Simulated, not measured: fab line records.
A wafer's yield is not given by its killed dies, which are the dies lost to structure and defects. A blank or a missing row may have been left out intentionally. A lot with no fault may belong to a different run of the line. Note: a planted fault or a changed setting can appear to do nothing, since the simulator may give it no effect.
Which tool was responsible?	flow sky130	13 lots, 39 wafers sampled, at 4 steps of a route of 708

== WHAT EACH GAUGE READ, for each wafer ==
SKY_VT_ADJUST_HVTP_OVL_MEAS_08.
lot	measured	on	VT_ADJUST_HVTP_OVL (nm)
L363	day 6 08:58	overlay-02	2.0 -0.3 1.9
L364	day 6 14:07	overlay-02	1.8 3.0 2.5
L367	day 7 10:45	overlay-02	2.1 2.6 1.7
L368	day 7 15:46	overlay-01	-0.2 -0.7 -1.1
L370	day 8 03:47	overlay-02	1.2 0.7 -0.3
L372	day 8 14:13	overlay-02	-1.3 -2.8 -1.1
L374	day 9 06:04	overlay-01	-0.9 -1.5 -1.4
L375	day 9 11:30	overlay-01	-0.6 -1.0 -0.5
L380	day 10 17:54	overlay-01	0.9 -2.0 0.7
L381	day 11 07:27	overlay-02	-1.9 0.5 1.3
L383	day 11 14:43	overlay-02	2.1 1.7 1.1
L384	day 11 22:04	overlay-01	2.1 0.3 0.7
L385	day 12 03:28	overlay-01	2.0 -0.7 0.8

SKY_LDD_LDN_TW_MEAS_13.
lot	measured	on	LDD_LDN_TW
L363	day 23 07:13	film metro-04	1479 1482 1476
L364	day 23 13:16	film metro-02	1483 1489 1488
L367	day 24 14:40	film metro-02	1487 1482 1476
L368	day 25 03:19	film metro-04	1484 1478 1481
L370	day 26 04:22	film metro-03	1486 1482 1484
L372	day 26 16:51	film metro-03	1488 1480 1491
L374	day 27 04:02	film metro-03	1473 1459 1470
L375	day 27 11:16	film metro-03	1472 1469 1474
L380	day 29 01:42	film metro-03	1485 1479 1481
L381	day 29 18:22	film metro-02	1492 1498 1489
L383	day 30 01:50	film metro-02	1496 1491 1489
L384	day 30 10:26	film metro-04	1475 1470 1472
L385	day 30 13:39	film metro-04	1478 1477 1482

== WHAT TOOL EACH LOT RAN ON (gives the tool, then ch and the chambers of the sampled wafers, and finally the start) ==
lot	SKY_NWELL_RTA_28	SKY_LDD_N_IMPLANT_10
L363	rtp anneal-01 ch 0, day 5 14:53	implanter-03 ch 0, day 18 01:48
L364	rtp anneal-02 ch 0, day 5 19:58	implanter-02 ch 0, day 18 09:20
L367	rtp anneal-02 ch 0, day 6 15:49	implanter-02 ch 0, day 19 11:34
L368	rtp anneal-02 ch 0, day 6 19:33	implanter-03 ch 0, day 20 00:00
L370	rtp anneal-01 ch 0, day 7 07:22	implanter-03 ch 0, day 21 01:52
L372	rtp anneal-02 ch 0, day 7 17:36	implanter-03 ch 0, day 21 16:22
L374	rtp anneal-01 ch 0, day 8 08:50	implanter-01 ch 0, day 22 04:22
L375	rtp anneal-02 ch 0, day 8 13:44	implanter-03 ch 0, day 22 12:49
L380	rtp anneal-01 ch 0, day 9 20:40	implanter-03 ch 0, day 24 03:44
L381	rtp anneal-01 ch 0, day 10 08:59	implanter-03 ch 0, day 24 22:07
L383	rtp anneal-02 ch 0, day 10 15:28	implanter-03 ch 0, day 25 05:54
L384	rtp anneal-02 ch 0, day 10 23:28	implanter-02 ch 0, day 25 15:02
L385	rtp anneal-01 ch 0, day 11 04:08	implanter-02 ch 0, day 25 19:41
- SKY_NWELL_RTA_28: time 30 s.
- SKY_LDD_N_IMPLANT_10

== WHAT THE TOOLS THEMSELVES READ (means of the sampled wafers that have a number; where no wafer has one, the mark that the record gives instead) ==
SKY_NWELL_RTA_28.
lot	tool	chamber o2 ppm	lamp power pct (%)	ramp up c per s	wafer_temp_C_max
L363	rtp anneal-01	1.977	25.31	150.00	1055.2
L364	rtp anneal-02	2.013	25.33	150.01	1054.3
L367	rtp anneal-02	1.997	25.34	150.00	1054.5
L368	rtp anneal-02	2.012	25.31	150.01	1054.7
L370	rtp anneal-01	1.972	25.33	149.99	1055.2
L372	rtp anneal-02	1.976	25.32	149.98	1054.5
L374	rtp anneal-01	1.993	25.31	149.98	1054.7
L375	rtp anneal-02	1.993	25.31	150.00	1054.4
L380	rtp anneal-01	1.995	25.25	150.01	1055.1
L381	rtp anneal-01	1.968	25.31	150.00	1054.5
L383	rtp anneal-02	2.004	25.30	150.00	1054.9
L384	rtp anneal-02	1.999	25.34	150.01	1055.2
L385	rtp anneal-01	1.984	25.27	149.99	1054.8

SKY_LDD_N_IMPLANT_10.
lot	tool	beam energy keV	rotation deg (degrees)
L363	implanter-03	20.006	202.96
L364	implanter-02	19.998	203.03
L367	implanter-02	20.004	202.98
L368	implanter-03	20.005	202.98
L370	implanter-03	20.000	203.03
L372	implanter-03	20.000	203.02
L374	implanter-01	20.001	203.01
L375	implanter-03	19.990	203.00
L380	implanter-03	18.223	203.01
L381	implanter-03	18.225	202.98
L383	implanter-03	18.229	203.02
L384	implanter-02	19.993	202.95
L385	implanter-02	19.999	202.97

== THE ANSWER, worked out from the rows above alone ==
Rule: what is usual is taken from the lots themselves. Put in order of their means at a reading, lots are off if they are a third of the lots or fewer, leave a main group of 4 or more, and stand apart from it by a gap of 3 or more times the standard deviation of the main group's means; of several such gaps the widest counts. A main group whose means are all the same, to the digits that the tables above print for the reading, isn't used. A lot without any number at a reading at which 4 lots or more have one is off too. All remaining lots with rows at the step are treated as sound. The gauges are gone through in route order, then the tools' own readings, and for those a lot's mean is taken as printed above. At the first step where some lot is off, the reading lying furthest off is the one used; lots without a number count as furthest.
Off, at SKY_LDD_N_IMPLANT_10 on beam energy keV: L380, L381, L383. For the main group the mean is 20.000 and the standard deviation 0.0048.
A tool fits if, at that step or a process step before it, it ran every lot that is off, and no sound lot after the first of them. One fits: implanter-03 at SKY_LDD_N_IMPLANT_10. Its last sound lot is L375 (day 22 12:49), its first lot that is off L380 (day 24 03:44): a fault that began between those two fits.
The tool's own readings at SKY_LDD_N_IMPLANT_10 bear it out: on the lots that are off they differ by more than 5 times the standard deviation of the sound lots' means. beam energy keV reads 18.226 there against 20.000 on the sound lots.

== WHAT WAS PUT IN BY THE SIMULATOR ==
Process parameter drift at SKY_LDD_N_IMPLANT_10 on implanter-03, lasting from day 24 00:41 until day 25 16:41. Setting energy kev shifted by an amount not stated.
Shown lots that were struck: L380, L381, L383. The same result came from the rule above.
